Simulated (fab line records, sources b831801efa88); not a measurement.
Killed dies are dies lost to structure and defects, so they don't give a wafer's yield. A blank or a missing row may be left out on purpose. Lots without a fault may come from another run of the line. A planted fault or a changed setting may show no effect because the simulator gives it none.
Which tool did it? | flow gf180mcu | 12 lots, 36 wafers sampled, at 2 steps of a route of 602

WHAT THE GAUGES READ, wafer by wafer
GF_M4_CD_MEAS_14: target cd 280 nm.
lot  | measured     | on        | cd_nm (nm)
L075 | day 24 13:13 | cd_sem-02 | 276.4 277.5 277.8
L077 | day 25 03:55 | cd_sem-02 | 278.9 278.0 280.5
L079 | day 25 18:14 | cd_sem-01 | 279.8 279.7 278.9
L081 | day 26 13:58 | cd_sem-01 | 279.9 280.6 278.7
L083 | day 27 04:43 | cd_sem-01 | 278.8 279.5 280.0
L085 | day 27 15:07 | cd_sem-01 | 279.7 278.2 279.4
L087 | day 28 09:52 | cd_sem-01 | 280.6 279.6 279.7
L089 | day 28 22:26 | cd_sem-02 | 278.2 279.2 278.8
L091 | day 29 11:01 | cd_sem-02 | 278.1 279.4 280.5
L093 | day 30 00:23 | cd_sem-02 | 279.3 278.6 278.7
L095 | day 30 15:41 | cd_sem-01 | 280.6 281.2 281.0
L097 | day 31 01:26 | cd_sem-02 | 282.0 281.8 280.8

WHICH TOOL RAN EACH LOT (tool, then ch and the chambers of the sampled wafers, then the start)
lot  | GF_M4_SPUTTER_03
L075 | pvd_sputter-03, day 23 14:36
L077 | pvd_sputter-01, day 24 05:51
L079 | pvd_sputter-03, day 24 20:55
L081 | pvd_sputter-02, day 25 16:35
L083 | pvd_sputter-03, day 26 07:38
L085 | pvd_sputter-02, day 26 17:52
L087 | pvd_sputter-02, day 27 13:25
L089 | pvd_sputter-01, day 28 02:24
L091 | pvd_sputter-01, day 28 15:23
L093 | pvd_sputter-02, day 29 04:29
L095 | pvd_sputter-02, day 29 20:30
L097 | pvd_sputter-01, day 30 06:39
- GF_M4_SPUTTER_03: material Ti, target thk 10 nm, time 6.7 s.

THE ANSWER, worked out from the rows above alone
Rule: what is usual is taken from the lots themselves. Put in order of their means at a reading, lots are off if they are a third of the lots or fewer, leave a main group of 4 or more, and stand apart from it by a gap of 3 or more times the standard deviation of the main group's means; of several such gaps the widest counts. A main group whose means are all the same, to the digits that the tables above print for the reading, isn't used. A lot without any number at a reading at which 4 lots or more have one is off too. The other lots that the step has rows for count as sound.
No lot is off at any reading shown: from this, nothing can be told.

WHAT THE SIMULATOR HAD PUT IN
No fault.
